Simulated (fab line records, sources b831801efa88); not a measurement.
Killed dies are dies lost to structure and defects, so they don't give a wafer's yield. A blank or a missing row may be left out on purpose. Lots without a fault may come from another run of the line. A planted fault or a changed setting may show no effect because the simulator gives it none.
Which tool did it? | flow gf180mcu | 6 lots, 18 wafers sampled, at 1 step of a route of 602

WHAT THE GAUGES READ, wafer by wafer
GF_M1_CD_MEAS_14: target cd 230 nm.
lot  | measured     | on        | cd_nm (nm)
L403 | day 18 01:38 | cd_sem-01 | 228.4 228.8 229.1
L405 | day 18 15:31 | cd_sem-02 | 231.2 230.1 231.2
L409 | day 20 02:10 | cd_sem-01 | 228.0 228.2 227.7
L410 | day 20 07:29 | cd_sem-01 | 229.7 230.1 229.8
L413 | day 21 17:47 | cd_sem-02 | 230.6 229.5 230.8
L418 | day 23 05:29 | cd_sem-01 | 230.6 227.8 230.1

WHICH TOOL RAN EACH LOT (tool, then ch and the chambers of the sampled wafers, then the start)
The record holds no process step before these readings.

THE ANSWER, worked out from the rows above alone
Rule: what is usual is taken from the lots themselves. Put in order of their means at a reading, lots are off if they are a third of the lots or fewer, leave a main group of 4 or more, and stand apart from it by a gap of 3 or more times the standard deviation of the main group's means; of several such gaps the widest counts. A main group whose means are all the same, to the digits that the tables above print for the reading, isn't used. A lot without any number at a reading at which 4 lots or more have one is off too. The other lots that the step has rows for count as sound.
No lot is off at any reading shown: from this, nothing can be told.

WHAT THE SIMULATOR HAD PUT IN
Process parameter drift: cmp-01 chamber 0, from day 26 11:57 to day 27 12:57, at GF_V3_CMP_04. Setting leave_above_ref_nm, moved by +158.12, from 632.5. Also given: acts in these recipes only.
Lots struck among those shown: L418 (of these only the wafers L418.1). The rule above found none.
